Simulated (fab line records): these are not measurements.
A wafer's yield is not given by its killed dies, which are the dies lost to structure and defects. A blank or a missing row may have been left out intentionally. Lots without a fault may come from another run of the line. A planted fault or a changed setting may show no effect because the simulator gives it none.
The tool behind it: which one? :: flow sfq-line :: 21 wafers from 7 lots sampled at 3 of the route's 325 steps

== WHAT THE GAUGES SHOWED, per wafer ==
SFQ_I2_BOW_MEAS_917.
lot: L888
measured: day 20 20:31
on: film-metro-01
I2_BOW (um): 7 11 -5

lot: L893
measured: day 23 05:59
on: film-metro-03
I2_BOW (um): 7 0 -4

lot: L898
measured: day 25 10:55
on: film-metro-01
I2_BOW (um): 8 6 -4

lot: L902
measured: day 26 16:56
on: film-metro-03
I2_BOW (um): -16 -18 3

lot: L904
measured: day 27 13:54
on: film-metro-03
I2_BOW (um): 8 12 -1

lot: L906
measured: day 28 07:56
on: film-metro-03
I2_BOW (um): 3 4 5

lot: L909
measured: day 34 18:55
on: film-metro-01
I2_BOW (um): -7 -7 5

== TOOL THAT RAN EACH LOT (tool first, then ch and the chambers of the sampled wafers, then the start) ==
lot: L888
SFQ_TRILAYER_M0_STRIP_STRIP_025: rie-metal-04 ch 0,1, day 9 03:52
SFQ_TRILAYER_I1_VIA_LITHO_EXPOSE_050: krf-scanner-01 ch 0, day 19 09:25

lot: L893
SFQ_TRILAYER_M0_STRIP_STRIP_025: rie-metal-02 ch 0,1, day 10 23:56
SFQ_TRILAYER_I1_VIA_LITHO_EXPOSE_050: krf-scanner-01 ch 0, day 22 00:31

lot: L898
SFQ_TRILAYER_M0_STRIP_STRIP_025: rie-metal-02 ch 0,1, day 12 08:08
SFQ_TRILAYER_I1_VIA_LITHO_EXPOSE_050: krf-scanner-01, day 24 08:31

lot: L902
SFQ_TRILAYER_M0_STRIP_STRIP_025: rie-metal-01 ch 0,1, day 13 03:32
SFQ_TRILAYER_I1_VIA_LITHO_EXPOSE_050: krf-scanner-01 ch 0, day 25 18:44

lot: L904
SFQ_TRILAYER_M0_STRIP_STRIP_025: rie-metal-04 ch 0,1, day 13 19:20
SFQ_TRILAYER_I1_VIA_LITHO_EXPOSE_050: krf-scanner-01 ch 0, day 26 09:56

lot: L906
SFQ_TRILAYER_M0_STRIP_STRIP_025: rie-metal-04 ch 0,1, day 14 12:10
SFQ_TRILAYER_I1_VIA_LITHO_EXPOSE_050: krf-scanner-01 ch 0, day 27 04:22

lot: L909
SFQ_TRILAYER_M0_STRIP_STRIP_025: rie-metal-02 ch 1, day 15 09:28
SFQ_TRILAYER_I1_VIA_LITHO_EXPOSE_050: krf-scanner-01 ch 0, day 34 04:37
- SFQ_TRILAYER_M0_STRIP_STRIP_025: strips in O2.
- SFQ_TRILAYER_I1_VIA_LITHO_EXPOSE_050: exposes mask I1, target cd 500 nm.

== THE ANSWER, worked out from the rows above alone ==
Rule: usual is defined by the lots themselves. The widest of any qualifying gaps counts: lots, ordered by their means at a reading, are off when they make up no more than a third of the lots, leave a main group of 4 or more, and stand apart from it by 3 or more times the standard deviation of that group's means. Not used: any main group whose means are identical at the precision the tables above print for the reading. A lot without any number at a reading at which 4 lots or more have one is off too. All remaining lots with rows at the step are treated as sound.
No lot is off at any reading shown: from this, nothing can be told.

== WHAT THE SIMULATOR HAD PUT IN ==
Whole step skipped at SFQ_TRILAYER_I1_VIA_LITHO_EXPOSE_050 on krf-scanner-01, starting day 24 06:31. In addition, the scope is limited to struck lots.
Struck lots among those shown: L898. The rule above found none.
